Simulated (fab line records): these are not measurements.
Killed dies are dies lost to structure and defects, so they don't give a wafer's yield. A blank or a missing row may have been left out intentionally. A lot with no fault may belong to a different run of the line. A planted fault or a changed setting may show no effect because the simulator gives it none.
fab line records ; flow sky130
record lots=6; wafers=16; last_day=50
route steps=708 shown METAL1@453 VIA1@458
lots untouched by any fault: they come from a run of this same line in which no faults occurred
start_h: hours from the record's opening day to when the first of the lot's shown wafers began ; wait_h: time in hours since the lot's previous step ; " same as the row above ; L1.1+2: one row covering several wafers at once ; - no value, or no start given ; * or withheld: withheld ; < > ~ a bound
route shown NAME@n: NAME is a module with steps in the file, n the number in the route of the first one ; usual: mean and standard deviation over wafers with no fault ; same: alike in all rows ; chamber/n: place in a boat ; sites: readings site by site ; _std_site: standard deviation of those values ; _edge_site: outer sites' mean less inner sites' ; radius_mm: for every site, how far away it sits from the centre of the wafer ; mask NAME#n: copy n ; behind: the last tool/chamber to shape the wafer ; hold: cause of the lot's hold/its duration in hours/its outcome ; device: transistor that didn't switch, given as n, p or np ; end of line: the tests these same wafers got at the end of their route ; where a step has no rows: the recipe by itself ; killed: the dies lost at the first sort to structure and to defects; this is not the yield of the wafer ; map: per-die view of a wafer (x killed, . not killed, _ where there is no die)
set.NAME: the setting that was run; set.NAME@STEP: the one run at that earlier step ; model.NAME: the simulator's own value behind a step, which no gauge read
lots at some steps of the route; a table a step, a row a wafer
services: a tool's chamber out of use, with start hour (start_h, from the record's first day; less than 0 if before it), hours out, and reason
## steps
# step SKY_METAL1_METAL_ETCH_19
# recipe target_depth_a=3600; stop_on=SiO2; over_etch_frac=0.3; time_s=78; chemistry=Cl2/BCl3; resist_sidewall_deg=88; pressure_mtorr=10; icp_w=900; bias_w=48.5; Cl2_flow_sccm=60; bcl3_flow_sccm=30
# usual bcl3_flow_sccm=30.00/0.09; drypump_motor_current_A=5.9/0.57; oes_product_au=0.852/0.0055; throttle_valve_pct=22.265/0.0088
# same time_s=78
lot.wafer;tool;chamber;start_h;wait_h;bcl3_flow_sccm;drypump_motor_current_A;oes_product_au;rf_hours_counter_h;throttle_valve_pct
L870.3;rie_metal-04;1;786.65;0.1;29.97;6.3;0.853;-;22.274
L870.4;rie_metal-04;0;786.65;0.1;29.91;6.1;0.856;-;22.265
L870.5;rie_metal-04;0;786.65;0.1;29.98;6.1;0.851;-;22.267
L871.1;rie_metal-03;1;791.56;0.0;29.94;5.1;0.856;1;22.262
L871.2;rie_metal-03;0;791.56;0.0;29.95;5.0;0.859;2;22.278
L871.3;rie_metal-03;0;791.56;0.0;29.86;5.0;0.852;-;22.286
L879.3;rie_metal-03;0;852.54;0.1;29.99;4.9;0.852;-;22.272
L879.6;rie_metal-03;0;852.54;0.1;29.88;4.9;0.847;-;22.255
L881.1;rie_metal-03;1;865.12;0.0;29.94;5.1;0.846;4;22.266
L881.4;rie_metal-03;1;865.12;0.0;29.94;5.1;0.849;-;22.255
L882.1;rie_metal-04;1;867.02;0.0;30.08;6.3;0.850;2;22.264
L882.5;rie_metal-04;0;867.02;0.0;29.83;6.1;0.858;-;22.264
L882.6;rie_metal-04;1;867.02;0.0;29.99;6.3;0.851;-;22.268
L888.2;rie_metal-03;0;927.76;0.0;29.90;5.0;0.852;6;22.278
L888.4;rie_metal-03;1;927.76;0.0;30.11;5.1;0.854;-;22.267
L888.6;rie_metal-03;1;927.76;0.0;29.90;5.1;0.851;-;22.248
# step SKY_METAL1_STRIP_20
# recipe chemistry=O2/N2; power_w=1400; pressure_mtorr=1500; platen_temp_c=withheld; o2_flow_sccm=3000; n2_flow_sccm=300; overash_fraction=0.5
# usual drypump_motor_current_A=5.8/0.54; oes_product_au=0.342/0.0049; strip_time_to_endpoint_s=2.69/0.041
lot.wafer;tool;chamber;start_h;wait_h;drypump_motor_current_A;oes_product_au;rf_hours_counter_h;strip_time_to_endpoint_s
L870.3;plasma_asher-01;0;786.74;0.1;6.5;0.335;-;2.68
L870.4;plasma_asher-01;1;786.74;0.1;6.6;0.341;-;2.72
L870.5;plasma_asher-01;0;786.74;0.1;6.5;0.344;-;2.74
L871.1;plasma_asher-04;1;791.65;0.1;5.2;0.340;68;2.69
L871.2;plasma_asher-04;0;791.65;0.1;5.5;0.348;68;2.67
L871.3;plasma_asher-04;1;791.65;0.1;5.2;0.338;-;2.66
L879.3;plasma_asher-04;0;852.63;0.1;5.5;0.337;-;2.67
L879.6;plasma_asher-04;1;852.63;0.1;5.2;0.343;-;2.69
L881.1;plasma_asher-02;1;865.21;0.1;5.7;0.342;11;2.68
L881.4;plasma_asher-02;0;865.21;0.1;5.3;0.344;-;2.67
L882.1;plasma_asher-01;1;867.11;0.1;6.6;0.347;106;2.77
L882.5;plasma_asher-01;1;867.11;0.1;6.6;0.344;-;2.71
L882.6;plasma_asher-01;0;867.11;0.1;6.5;0.336;-;2.75
L888.2;plasma_asher-04;0;927.85;0.1;5.6;0.336;81;2.65
L888.4;plasma_asher-04;0;927.85;0.1;5.6;0.345;-;2.61
L888.6;plasma_asher-04;1;927.85;0.1;5.2;0.343;-;2.64
# step SKY_METAL1_STRIP_21
# recipe chemistry=post_etch_residue_remover; time_s=1200; temp_c=72.5
# step SKY_METAL1_CLEAN_22
# recipe chemistry=IPA; time_s=180; temp_c=25
# step SKY_METAL1_CLEAN_23
# recipe chemistry=O3/DIW; dry=n2_spin
# step SKY_VIA1_HDPCVD_00
# recipe material=SiO2; target_thk_nm=1030; sigma_open_frac=0.3; time_s=171.7; temp_c=400; sih4_flow_sccm=60; pressure_mtorr=6
# step SKY_VIA1_THK_MEAS_01
# recipe reads=SiO2_of_VIA1_HDPCVD_00
# usual VIA1_HDPCVD_THK=1031/11
lot.wafer;tool;chamber;start_h;wait_h;VIA1_HDPCVD_THK[nm]
L870.3;film_metro-01;-;787.43;0.1;1049
L870.4;film_metro-01;-;787.43;0.1;1038
L870.5;film_metro-01;-;787.43;0.1;1042
L871.1;film_metro-04;-;792.35;0.1;1021
L871.2;film_metro-04;-;792.35;0.1;1029
L871.3;film_metro-04;-;792.35;0.1;1035
L879.3;film_metro-01;-;853.36;0.1;1018
L879.6;film_metro-01;-;853.36;0.1;1009
L881.1;film_metro-02;-;865.91;0.1;1041
L881.4;film_metro-02;-;865.91;0.1;1043
L882.1;film_metro-01;-;867.81;0.1;1019
L882.5;film_metro-01;-;867.81;0.1;1025
L882.6;film_metro-01;-;867.81;0.1;1021
L888.2;film_metro-02;-;928.59;0.1;1022
L888.4;film_metro-02;-;928.59;0.1;1028
L888.6;film_metro-02;-;928.59;0.1;1033
# step SKY_VIA1_CMP_02
# recipe material=SiO2; down_force_psi=4; platen_rpm=60; pad_velocity_m_s=0.94248
# usual motor_current_A=11.1/0.94; platen_rpm=60.00/0.04; retaining_ring_pressure_frac=1.000/0.0051
lot.wafer;tool;chamber;start_h;wait_h;motor_current_A;platen_rpm;retaining_ring_pressure_frac
L870.3;cmp-01;3;787.63;0.2;12.1;60.04;1.001
L870.4;cmp-01;1;787.63;0.2;10.8;60.01;1.005
L870.5;cmp-01;3;787.63;0.2;12.7;60.02;1.001
L871.1;cmp-01;3;792.46;0.1;11.7;59.99;1.003
L871.3;cmp-01;0;792.46;0.1;11.5;60.00;1.004
L871.2;cmp-01;1;792.46;0.1;10.5;60.06;1.002
L879.3;cmp-01;0;853.50;0.1;11.4;59.99;1.004
L879.6;cmp-01;2;853.50;0.1;10.0;59.99;1.001
L881.4;cmp-01;3;866.11;0.2;12.1;60.05;1.000
L881.1;cmp-01;2;866.11;0.2;9.4;59.94;0.993
L882.1;cmp-01;2;868.02;0.2;10.0;59.96;1.004
L882.6;cmp-01;3;868.02;0.2;12.1;60.01;0.999
L882.5;cmp-01;0;868.02;0.2;11.0;60.02;1.002
L888.4;cmp-01;1;928.64;0.0;10.5;59.96;0.997
L888.2;cmp-01;0;928.64;0.0;11.9;59.99;0.998
L888.6;cmp-01;1;928.64;0.0;11.2;59.95;1.008
# step SKY_VIA1_BOW_MEAS_03
# recipe mode=bow
# usual VIA1_BOW=78/7.7
lot.wafer;tool;chamber;start_h;wait_h;VIA1_BOW[um]
L870.3;film_metro-01;-;787.97;0.3;68
L870.4;film_metro-01;-;787.97;0.3;90
L870.5;film_metro-01;-;787.97;0.3;76
L871.1;film_metro-02;-;792.71;0.2;84
L871.2;film_metro-02;-;792.71;0.2;79
L871.3;film_metro-02;-;792.71;0.2;64
L879.3;film_metro-01;-;853.74;0.2;72
L879.6;film_metro-01;-;853.74;0.2;69
L881.1;film_metro-01;-;866.46;0.1;73
L881.4;film_metro-01;-;866.46;0.1;78
L882.1;film_metro-04;-;868.17;0.1;95
L882.5;film_metro-04;-;868.17;0.1;80
L882.6;film_metro-04;-;868.17;0.1;77
L888.2;film_metro-02;-;928.96;0.1;80
L888.4;film_metro-02;-;928.96;0.1;81
L888.6;film_metro-02;-;928.96;0.1;77
# step SKY_VIA1_DEHYDRATE_04
# recipe temp_c=200; time_s=60
# step SKY_VIA1_HMDS_05
# recipe prime_time_s=60; prime_temp_c=120
# step SKY_VIA1_COAT_06
# recipe resist=BARC; temp_c=withheld; time_s=withheld; spin_rpm=3000; resist_thk_nm=60
# step SKY_VIA1_COAT_07
# recipe resist=KrF-thick; spin_rpm=3000; resist_thk_nm=450
lot.wafer;tool;chamber;start_h;wait_h;model.KrF-thick_of_VIA1_COAT_07.thk_nm
L870.3;litho_track-03;0;800;-;449.8
L870.4;litho_track-03;0;800;-;449.9
L870.5;litho_track-03;0;800;-;448.9
L871.1;litho_track-03;0;805;-;448.4
L871.2;litho_track-03;0;805;-;447.2
L871.3;litho_track-03;0;805;-;447.9
L879.3;litho_track-03;0;866;-;448.2
L879.6;litho_track-03;0;866;-;400.1
L881.1;litho_track-03;0;879;-;402.5
L881.4;litho_track-03;0;879;-;451.2
L882.1;litho_track-04;0;880;-;449.9
L882.5;litho_track-04;0;880;-;449.5
L882.6;litho_track-04;0;880;-;451
L888.2;litho_track-04;0;940;-;449.8
L888.4;litho_track-04;0;940;-;449.2
L888.6;litho_track-04;0;940;-;450.3
# step SKY_VIA1_SOFTBAKE_08
# recipe temp_c=100; time_s=90; resist=KrF-thick
# step SKY_VIA1_EXPOSE_09
# recipe mask_id=VIM; na=0.8; source_shape=annular; sigma_inner=0.55; sigma_outer=0.85; target_cd_nm=150; dose_mj=38
# step SKY_VIA1_PEB_10
# recipe peb_temp_c=withheld; peb_time_s=withheld; resist=KrF-thick
# step SKY_VIA1_DEVELOP_11
# recipe develop_time_s=60; resist=KrF-thick; dev_temp_c=21
# step SKY_VIA1_CD_MEAS_12
# recipe target_cd_nm=150
# usual cd_nm=149.7/1.7
lot.wafer;tool;chamber;start_h;wait_h;cd_nm
L870.3;cd_sem-01;-;814.00;-;149.6
L870.4;cd_sem-01;-;814.00;-;150.3
L870.5;cd_sem-01;-;814.00;-;151.0
L871.1;cd_sem-01;-;819.43;-;151.2
L871.2;cd_sem-01;-;819.43;-;151.9
L871.3;cd_sem-01;-;819.43;-;151.8
L879.3;cd_sem-02;-;879.48;-;149.2
L879.6;cd_sem-02;-;879.48;-;150.3
L881.1;cd_sem-01;-;891.62;-;148.5
L881.4;cd_sem-01;-;891.62;-;146.4
L882.1;cd_sem-02;-;893.93;-;151.8
L882.5;cd_sem-02;-;893.93;-;149.9
L882.6;cd_sem-02;-;893.93;-;152.9
L888.2;cd_sem-01;-;953.53;-;150.9
L888.4;cd_sem-01;-;953.53;-;150.5
L888.6;cd_sem-01;-;953.53;-;150.6
# step SKY_VIA1_OVL_MEAS_13
# usual VIA1_OVL=0/6
lot.wafer;tool;chamber;start_h;wait_h;VIA1_OVL[nm]
L870.3;overlay-02;-;814.09;0.1;8
L870.4;overlay-02;-;814.09;0.1;-13
L870.5;overlay-02;-;814.09;0.1;3
L871.1;overlay-02;-;819.55;0.1;-2
L871.2;overlay-02;-;819.55;0.1;11
L871.3;overlay-02;-;819.55;0.1;3
L879.3;overlay-01;-;879.57;0.1;-1
L879.6;overlay-01;-;879.57;0.1;9
L881.1;overlay-01;-;891.74;0.1;-3
L881.4;overlay-01;-;891.74;0.1;9
L882.1;overlay-02;-;894.05;0.1;5
L882.5;overlay-02;-;894.05;0.1;0
L882.6;overlay-02;-;894.05;0.1;0
L888.2;overlay-02;-;953.63;0.1;3
L888.4;overlay-02;-;953.63;0.1;6
L888.6;overlay-02;-;953.63;0.1;-6
# step SKY_VIA1_ETCH_14
# recipe chemistry=N2/H2; target=BARC; ion_energy_ev=200; source_w=500; bias_w=100; pressure_mtorr=30; n2_flow_sccm=100; h2_flow_sccm=200; stop_on=SiO2; time_s=45.9; target_depth_a=600
# usual drypump_motor_current_A=5.6/0.43; h2_flow_sccm=200.0/0.59; oes_product_au=0.854/0.0041; throttle_valve_pct=13.224/0.0088
# same time_s=45.9
lot.wafer;tool;chamber;start_h;wait_h;drypump_motor_current_A;h2_flow_sccm;oes_product_au;rf_hours_counter_h;throttle_valve_pct
L870.3;rie_diel-03;3;814.11;0.0;5.4;199.4;0.854;6;13.240
L870.4;rie_diel-03;2;814.11;0.0;5.7;199.2;0.849;12;13.215
L870.5;rie_diel-03;0;814.11;0.0;6.2;200.8;0.852;-;13.228
L871.1;rie_diel-03;0;819.59;0.0;6.3;200.3;0.857;10;13.231
L871.2;rie_diel-03;1;819.59;0.0;4.7;200.4;0.848;2;13.235
L871.3;rie_diel-03;2;819.59;0.0;5.8;199.6;0.857;12;13.232
L879.3;rie_diel-01;2;879.60;0.0;6.0;199.3;0.853;8;13.222
L879.6;rie_diel-01;1;879.60;0.0;5.3;199.6;0.854;-;13.204
L881.1;rie_diel-04;3;891.78;0.0;5.7;199.9;0.855;14;13.215
L881.4;rie_diel-04;1;891.78;0.0;5.5;200.2;0.847;18;13.226
L882.1;rie_diel-04;1;894.09;0.0;5.5;200.2;0.865;18;13.233
L882.5;rie_diel-04;0;894.09;0.0;6.3;201.1;0.856;-;13.224
L882.6;rie_diel-04;1;894.09;0.0;5.5;200.1;0.853;-;13.210
L888.2;rie_diel-01;1;953.66;0.0;5.3;200.4;0.859;12;13.222
L888.4;rie_diel-01;2;953.66;0.0;6.0;199.9;0.858;10;13.218
L888.6;rie_diel-01;1;953.66;0.0;5.3;199.5;0.853;-;13.226
# step SKY_VIA1_ETCH_15
# recipe target=SiO2; chemistry=C4F8/O2/Ar; target_depth_nm=351; stop_on=TiN; mask_material=KrF-thick; source_w=1500; bias_w=1200; pressure_mtorr=40; c4f8_flow_sccm=withheld; O2_flow_sccm=6; Ar_flow_sccm=300; time_s=54
# usual oes_product_au=0.981/0.0048
# same time_s=54
lot.wafer;tool;chamber;start_h;wait_h;oes_product_au;rf_hours_counter_h;model.KrF-thick_of_VIA1_COAT_07.thk_nm
L870.3;rie_diel-03;3;814.15;0.0;0.981;6;323
L870.4;rie_diel-03;2;814.15;0.0;0.982;12;320.1
L870.5;rie_diel-03;0;814.15;0.0;0.986;-;321.2
L871.1;rie_diel-03;0;819.63;0.0;0.983;10;319.8
L871.2;rie_diel-03;1;819.63;0.0;0.982;2;319
L871.3;rie_diel-03;2;819.63;0.0;0.983;12;317.6
L879.3;rie_diel-01;2;879.64;0.0;0.979;8;321.4
L879.6;rie_diel-01;1;879.64;0.0;0.977;-;274.5
L881.1;rie_diel-04;3;891.82;0.0;0.980;14;273.6
L881.4;rie_diel-04;1;891.82;0.0;0.980;18;322.1
L882.1;rie_diel-04;1;894.13;0.0;0.981;18;320.4
L882.5;rie_diel-04;0;894.13;0.0;0.983;-;322
L882.6;rie_diel-04;1;894.13;0.0;0.985;-;321.6
L888.2;rie_diel-01;1;953.71;0.0;0.985;12;323.6
L888.4;rie_diel-01;2;953.71;0.0;0.980;10;322.2
L888.6;rie_diel-01;1;953.71;0.0;0.975;-;324
# step SKY_VIA1_STRIP_16
# recipe chemistry=O2/N2; power_w=1400; pressure_mtorr=1500; platen_temp_c=withheld; o2_flow_sccm=3000; n2_flow_sccm=300; overash_fraction=0.5
# usual drypump_motor_current_A=6.0/0.5; oes_product_au=0.415/0.0043; strip_time_to_endpoint_s=4.455/0.019
lot.wafer;tool;chamber;start_h;wait_h;drypump_motor_current_A;oes_product_au;rf_hours_counter_h;strip_time_to_endpoint_s
L870.3;plasma_asher-01;0;814.23;0.1;6.5;0.410;-;4.461
L870.4;plasma_asher-01;1;814.23;0.1;6.6;0.417;-;4.425
L870.5;plasma_asher-01;0;814.23;0.1;6.5;0.418;-;4.444
L871.1;plasma_asher-02;1;819.68;0.0;5.7;0.416;7;4.428
L871.2;plasma_asher-02;0;819.68;0.0;5.3;0.414;7;4.423
L871.3;plasma_asher-02;0;819.68;0.0;5.3;0.415;-;4.414
L879.3;plasma_asher-02;1;879.72;0.1;5.7;0.411;-;4.432
L879.6;plasma_asher-02;1;879.72;0.1;5.7;0.397;-;3.958
L881.1;plasma_asher-01;0;891.87;0.0;6.5;0.395;109;3.960
L881.4;plasma_asher-01;1;891.87;0.0;6.6;0.419;-;4.460
L882.1;plasma_asher-01;0;894.18;0.0;6.5;0.414;109;4.442
L882.5;plasma_asher-01;1;894.18;0.0;6.6;0.414;-;4.468
L882.6;plasma_asher-01;0;894.18;0.0;6.5;0.411;-;4.449
L888.2;plasma_asher-03;0;953.75;0.0;5.6;0.409;51;4.468
L888.4;plasma_asher-03;0;953.75;0.0;5.6;0.411;-;4.457
L888.6;plasma_asher-03;0;953.75;0.0;5.6;0.424;-;4.481
# step SKY_VIA1_STRIP_17
# recipe chemistry=post_etch_residue_remover; time_s=1200; temp_c=72.5
## services
tool;chamber;start_h;hours;kind
rie_metal-04;-;762.89;2.8;pm
plasma_asher-04;-;801.29;12.6;repair
plasma_asher-02;-;821.24;12.2;pm
rie_metal-03;0;822.57;13.1;repair
plasma_asher-03;-;842.77;0.4;repair
plasma_asher-04;-;842.84;0.3;repair
rie_diel-03;1;843.60;13.1;repair
rie_metal-03;0;843.74;5.0;repair
rie_diel-04;3;849.32;2.4;repair
rie_metal-03;-;856.31;2.8;pm
plasma_asher-01;-;858.36;3.5;repair
plasma_asher-03;-;867.80;16.0;pm
rie_diel-03;-;898.55;4.2;repair
cmp-01;-;912.00;4.0;pm
rie_metal-04;-;913.56;0.7;repair
cmp-01;-;916.00;-;consumable_replace:conditioner
cmp-01;-;916.00;-;consumable_replace:pad
plasma_asher-04;-;931.55;2.6;repair
rie_diel-01;2;932.44;14.3;repair
plasma_asher-04;-;932.71;2.7;repair
plasma_asher-04;-;938.11;63.4;repair
rie_diel-01;3;940.84;6.3;repair
rie_diel-04;2;943.46;29.7;repair
rie_diel-04;1;947.01;8.4;repair
## key
first_sign step=SKY_VIA1_STRIP_16; reading=strip_time_to_endpoint_s; direction=down; sigmas=27; usual=*; struck=*
effect step=SKY_VIA1_STRIP_16; reading=oes_product_au; direction=down; sigmas=4.4; usual=0.415; struck=0.396
model_effect step=SKY_VIA1_COAT_07; value=KrF-thick_of_VIA1_COAT_07.thk_nm; without=448.8; struck=401.3
model_effect step=SKY_VIA1_ETCH_15; value=KrF-thick_of_VIA1_COAT_07.thk_nm; without=321.6; struck=274
met_at SKY_VIA1_COAT_07
struck_wafers L879.6,L881.1
onset_between 805 866
fault kind=process_parameter_drift; tool=litho_track-03; chamber=-; onset_h=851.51; steps=SKY_VIA1_COAT_07; channel=resist_thk_nm; offset=-47.65; shape=step; end_h=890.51; scope=struck_wafers_only; acts_in=these_recipes_only; stated=450
